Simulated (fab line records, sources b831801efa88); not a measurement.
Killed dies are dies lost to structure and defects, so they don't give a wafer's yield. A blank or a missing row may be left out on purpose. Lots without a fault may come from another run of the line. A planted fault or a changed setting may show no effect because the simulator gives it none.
A struck lot beside a sound one | flow sky130 | 37 steps out of a route of 708
Sound: wafers L492.1, L492.2, L492.6. Struck: wafer L505.4. (L505.2, L505.5 of the same lot were not struck and are left out.) The cause comes at the end.
At each step with rows: each side's tool, then ch and its chambers, then its first start. Under that, the readings that differ: sound wafers | struck wafers | difference of the means | sigmas: that difference in standard deviations of wafers without a fault.
alike: readings whose means differ by less than 2 such deviations, and words and numbers that are the same on both sides. not compared: withheld readings, readings that some wafer has no value for, bounds like >300 that may hide the same value, and numbers for which the record gives no deviation and whose values overlap.
The two part at a step that has a row with sigmas, a row that says differs or no value, or rows on one side only. Numbers that don't overlap but have no deviation are shown without sigmas and don't part them. A reading that every wafer of one side lacks parts them only if that side has two wafers or more.

first, 10 steps without rows for these wafers: SKY_VIA3_ETCH_15 (etches SiO2 in C4F8/O2/Ar, stops on TiN, target depth 507 nm, time 78 s); SKY_VIA3_STRIP_16 (strips in O2/N2); SKY_VIA3_STRIP_17 (strips in post etch residue remover, time 1200 s); SKY_VIA3_CLEAN_18 (cleans in IPA, time 180 s); SKY_VIA3_CLEAN_19 (cleans in O3/DIW); SKY_VIA3_SPUTTER_20 (material TiN, target thk 20 nm, time 80 s); SKY_VIA3_CVD_21 (deposits W, target thk 390 nm, time 117.31 s); SKY_VIA3_CMP_24 (polishes, stops on SiO2, t overpolish 20 s, target thk 0 nm); SKY_METAL4_SPUTTER_00 (material Ti, target thk 15 nm, time 10 s); SKY_METAL4_SPUTTER_01 (material TiN, target thk 20 nm, time 16.7 s).
SKY_METAL4_SPUTTER_02: material AlCu, target thk 735 nm, time 39.1 s.
  sound on pvd_sputter-04, day 42 11:30; struck on pvd_sputter-02, day 45 07:31
  reading                                     | sound             | struck | difference | sigmas
  model.AlCu_of_METAL4_SPUTTER_02.thk_nm (nm) | 738.9 746.6 738.7 | 510.8  | -230.6     |
  alike: chamber_pressure_pa, throttle_valve_pct
then, 24 steps without rows for these wafers: SKY_METAL4_SPUTTER_03 (material Ti, target thk 5 nm, time 3.3 s); SKY_METAL4_SPUTTER_04 (material TiN, target thk 70 nm, time 58.3 s); SKY_CAP2M_CVD_00 (deposits SiO2, target thk 15.5 nm); SKY_CAP2M_SPUTTER_02 (material TiN, target thk 200 nm, time 166.7 s); SKY_CAP2M_DEHYDRATE_05 (time 60 s); SKY_CAP2M_HMDS_06 (prime time 60 s); SKY_CAP2M_COAT_07 (resist thk 1140 nm); SKY_CAP2M_SOFTBAKE_08 (time 60 s); SKY_CAP2M_EXPOSE_09 (exposes mask CAP2M, target cd 1000 nm); SKY_CAP2M_PEB_10; SKY_CAP2M_DEVELOP_11 (develop time 60 s); SKY_CAP2M_METAL_ETCH_13 (etches TiN in Cl2/BCl3, stops on SiO2, target depth 220 nm, time 62.9 s); SKY_CAP2M_STRIP_14 (strips in O2/N2); SKY_CAP2M_STRIP_15 (strips in post etch residue remover, time 1200 s); SKY_CAP2M_CLEAN_16 (cleans in IPA, time 180 s); SKY_CAP2M_CLEAN_17 (cleans in O3/DIW); SKY_METAL4_DEHYDRATE_05 (time 60 s); SKY_METAL4_HMDS_06 (prime time 60 s); SKY_METAL4_COAT_07 (resist thk 60 nm); SKY_METAL4_COAT_08 (resist thk 1140 nm); SKY_METAL4_SOFTBAKE_09 (time 90 s); SKY_METAL4_EXPOSE_10 (exposes mask MM4, target cd 300 nm); SKY_METAL4_PEB_11; SKY_METAL4_DEVELOP_12 (develop time 60 s).
SKY_METAL4_METAL_ETCH_18: etches the open film in Cl2/BCl3, stops on SiO2, target depth 845 nm, time 183.1 s.
  sound on rie_metal-03 ch 0,1, day 44 09:19; struck on rie_metal-02 ch 0, day 47 02:22
  reading                | sound                | struck | difference | sigmas
  oes_product_au (a.u.)  | 0.867 0.870 0.869    | 0.741  | -0.128     | -20
  throttle_valve_pct (%) | 22.247 22.268 22.252 | 22.278 | +0.022     | +2
  alike: drypump_motor_current_A
  not compared: rf_hours_counter_h
-- the record jumps here: 3 days lie between the struck wafers' starts before and after (it left off in module METAL4 and takes up again in module PAD_OPEN, whose first step shown is number 708 of the route) --
SKY_PAD_OPEN_PROBE_99:
  sound on prober-02, day 48 03:10; struck on prober-02, day 50 11:29
  reading                       | sound                   | struck  | difference | sigmas
  model.etest.met4.line_ohm_um  | 0.1412 0.1401 0.1437    | 0.2064  | +0.0647    |
  model.etest.via4_chain.rc_ohm | 0.8193 0.7751 0.8038    | 0.8518  | +0.0524    |
  model.etest.met4.rs_ohm_sq    | 0.04219 0.04191 0.04254 | 0.06251 | +0.02030   |
  alike: defect_limited_yield, killed_at_M0_to_M3, killed_at_M4_up, killed_at_contacts, killed_at_front_end, killed_at_other, killed_dies, killed_open, killed_short, sort_bin_3_pad_short, sort_bin_5_function, sort_bin_6_memory, sort_n_pass, sort_yield_pct

WHERE THEY PART
Only at SKY_METAL4_METAL_ETCH_18, within this record. Later steps at which nothing parts them and some readings are alike: SKY_PAD_OPEN_PROBE_99.

WHY: what the simulator had put in
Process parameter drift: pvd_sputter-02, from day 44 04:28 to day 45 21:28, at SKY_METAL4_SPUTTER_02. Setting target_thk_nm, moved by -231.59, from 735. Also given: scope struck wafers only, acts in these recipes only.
